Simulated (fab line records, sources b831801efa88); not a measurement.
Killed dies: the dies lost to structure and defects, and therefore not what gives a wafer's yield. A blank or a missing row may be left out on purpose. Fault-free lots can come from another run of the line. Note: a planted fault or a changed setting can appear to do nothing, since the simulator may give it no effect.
Which tool is to blame? ; flow gf180mcu ; 39 wafers from 13 lots sampled at 5 of the route's 602 steps

## WHAT THE GAUGES READ, wafer by wafer
GF_HV_LDD_THK_MEAS_55.
lot;measured;on;HV_LDD_CVD_54_THK (nm)
L704;day 12 18:31;filmMetro-03;10.31 10.29 10.27
L705;day 13 01:57;filmMetro-03;10.03 10.05 10.02
L706;day 13 13:49;filmMetro-03;10.29 10.41 10.27
L707;day 13 20:27;filmMetro-01;10.13 10.07 10.08
L709;day 14 07:30;filmMetro-03;10.08 10.19 10.16
L711;day 14 22:36;filmMetro-03;9.95 9.95 10.02
L712;day 15 10:11;filmMetro-04;9.92 9.93 9.92
L714;day 16 01:46;filmMetro-01;10.14 10.14 10.27
L715;day 16 06:49;filmMetro-03;9.95 10.06 10.02
L716;day 16 19:17;filmMetro-01;9.94 9.92 9.94
L717;day 17 01:48;filmMetro-01;9.79 9.87 9.82
L723;day 19 12:25;filmMetro-01;20.48 20.41 20.61
L724;day 19 18:45;filmMetro-01;20.35 20.46 20.33

GF_CONTACT_THK_MEAS_01.
lot;measured;on;CONTACT_CVD_00_THK (nm)
L704;day 15 11:24;filmMetro-01;298 303 303
L705;day 15 18:18;filmMetro-01;292 298 293
L706;day 16 07:58;filmMetro-03;299 294 291
L707;day 16 14:52;filmMetro-01;302 303 298
L709;day 17 02:44;filmMetro-03;297 303 297
L711;day 17 19:48;filmMetro-01;299 292 292
L712;day 18 10:34;filmMetro-03;296 301 301
L714;day 19 02:07;filmMetro-03;291 298 300
L715;day 19 07:55;filmMetro-04;302 297 291
L716;day 19 22:01;filmMetro-04;300 302 306
L717;day 20 03:41;filmMetro-03;299 291 297
L723;day 22 15:08;filmMetro-04;301 300 304
L724;day 22 20:46;filmMetro-03;302 301 301

GF_CONTACT_OVL_MEAS_15.
lot;measured;on;CONTACT_OVL (nm)
L704;day 16 09:29;overlay-01;-2 2 1
L705;day 16 15:57;overlay-01;18 6 10
L706;day 17 07:24;overlay-01;2 -2 2
L707;day 17 14:36;overlay-02;-2 -2 -1
L709;day 18 02:21;overlay-02;3 2 0
L711;day 18 20:28;overlay-02;-4 -3 -4
L712;day 19 11:00;overlay-02;-5 0 -7
L714;day 20 02:46;overlay-01;-4 -7 0
L715;day 20 08:51;overlay-01;-2 -6 -3
L716;day 20 22:25;overlay-01;9 9 4
L717;day 21 04:22;overlay-02;5 -1 1
L723;day 23 13:56;overlay-01;-3 -3 -11
L724;day 23 21:17;overlay-01;0 3 -6

GF_M1_RS_MEAS_05: a four-point-probe measurement.
lot;measured;on;M1_ALCU_RS (ohm/sq)
L704;day 16 10:53;filmMetro-04;0.0693 0.0683 0.0698
L705;day 16 17:22;filmMetro-01;0.0693 0.0687 0.0692
L706;day 17 08:49;filmMetro-02;0.0687 0.0681 0.0694
L707;day 17 16:00;filmMetro-02;0.0710 0.0724 0.0707
L709;day 18 03:45;filmMetro-04;0.0690 0.0697 0.0688
L711;day 18 21:52;filmMetro-02;0.0698 0.0703 0.0686
L712;day 19 12:26;filmMetro-04;0.0697 0.0697 0.0697
L714;day 20 04:14;filmMetro-01;0.0709 0.0709 0.0697
L715;day 20 10:16;filmMetro-02;0.0702 0.0708 0.0687
L716;day 20 23:52;filmMetro-01;0.0698 0.0698 0.0701
L717;day 21 06:00;filmMetro-02;0.0705 0.0702 0.0706
L723;day 23 15:26;filmMetro-02;0.0696 0.0705 0.0699
L724;day 23 22:47;filmMetro-02;0.0691 0.0692 0.0694

## TOOL THAT RAN EACH LOT (tool first, then ch and the chambers of the sampled wafers, then the start)
lot;GF_HV_LDD_CVD_54
L704;lpcvd-01 ch 1, day 12 17:29
L705;lpcvd-01 ch 1, day 13 00:56
L706;lpcvd-01 ch 1, day 13 12:47
L707;lpcvd-01 ch 0, day 13 19:26
L709;lpcvd-02 ch 1, day 14 06:29
L711;lpcvd-02 ch 0, day 14 21:34
L712;lpcvd-01 ch 0, day 15 09:09
L714;lpcvd-01 ch 0, day 16 00:44
L715;lpcvd-02 ch 0, day 16 05:47
L716;lpcvd-01 ch 1, day 16 18:14
L717;lpcvd-02 ch 0, day 17 00:47
L723;lpcvd-02 ch 0, day 19 11:23
L724;lpcvd-02 ch 0, day 19 17:43
- GF_HV_LDD_CVD_54: deposits SiO2 from TEOS, target thk 10 nm, time 75 s.

## WHAT THE TOOLS THEMSELVES READ (means of the sampled wafers that have a number; where no wafer has one, the mark that the record gives instead)
GF_HV_LDD_CVD_54.
lot;tool;spikeTcBottomC (C);spikeTcCentreC (C);spikeTcLowerC (C);spikeTcTopC (C);spikeTcUpperC (C);susceptorTempC (C)
L704;lpcvd-01;698.6;680.9;678.8;701;679.7;679.8
L705;lpcvd-01;698.1;679.7;678.0;700;680.2;680.1
L706;lpcvd-01;699.3;680.1;679.8;700;679.9;679.8
L707;lpcvd-01;702.1;679.9;679.7;692;679.8;680.2
L709;lpcvd-02;702.2;680.7;679.0;694;680.1;680.4
L711;lpcvd-02;700.1;682.6;679.2;702;680.5;680.0
L712;lpcvd-01;701.5;679.7;680.5;693;679.9;680.1
L714;lpcvd-01;701.3;680.0;680.1;693;680.4;679.7
L715;lpcvd-02;700.6;681.4;679.2;702;679.9;679.9
L716;lpcvd-01;698.3;679.5;680.3;700;679.2;679.8
L717;lpcvd-02;700.4;682.1;679.7;702;680.9;680.3
L723;lpcvd-02;731.3;712.8;710.2;732;711.1;711.0
L724;lpcvd-02;730.8;712.4;710.3;731;711.3;711.1

## THE ANSWER, worked out from the rows above alone
Rule: the usual values come from the lots themselves. Put in order of their means at a reading, lots are off if they are a third of the lots or fewer, leave a main group of 4 or more, and stand apart from it by a gap of 3 or more times the standard deviation of the main group's means; of several such gaps the widest counts. Not used: any main group whose means are identical at the precision the tables above print for the reading. A lot without any number at a reading at which 4 lots or more have one is off too. Where the step has rows for the other lots, those lots are counted as sound. The gauges are gone through in route order, then the tools' own readings, and for those a lot's mean is taken as printed above. At the first step where some lot is off, the reading lying furthest off is the one used; lots without a number count as furthest.
Off: L723, L724, seen at GF_HV_LDD_THK_MEAS_55 (HV_LDD_CVD_54_THK). Main group: mean 10.07 nm, sd 0.15.
If a tool, at a process step before that reading, ran all the lots that are off and no sound lot after the first of them, it fits. The gauges at GF_HV_LDD_THK_MEAS_55 aren't tried: what is off there is off at GF_HV_LDD_CVD_54 too, on other tools, and a gauge's error can't cause that. One candidate fits, namely lpcvd-02 at GF_HV_LDD_CVD_54. A fault onset in the window from L717 (day 17 00:47, its last sound lot) to L723 (day 19 11:23, its first lot off) fits.
The tool's own readings at GF_HV_LDD_CVD_54 bear it out: on the lots that are off they differ by more than 5 times the standard deviation of the sound lots' means. spikeTcBottomC reads 731.0 C there against 700.2 C on the sound lots; spikeTcCentreC reads 712.6 C there against 680.6 C on the sound lots; spikeTcLowerC reads 710.2 C there against 679.5 C on the sound lots; spikeTcTopC reads 732 C there against 698 C on the sound lots; spikeTcUpperC reads 711.2 C there against 680.0 C on the sound lots; susceptorTempC reads 711.0 C there against 680.0 C on the sound lots.

## WHAT THE SIMULATOR PUT IN
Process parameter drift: lpcvd-02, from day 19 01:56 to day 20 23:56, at GF_HV_LDD_CVD_54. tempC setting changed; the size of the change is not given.
Shown lots that were struck: L723, L724. The rule given above showed the same thing.
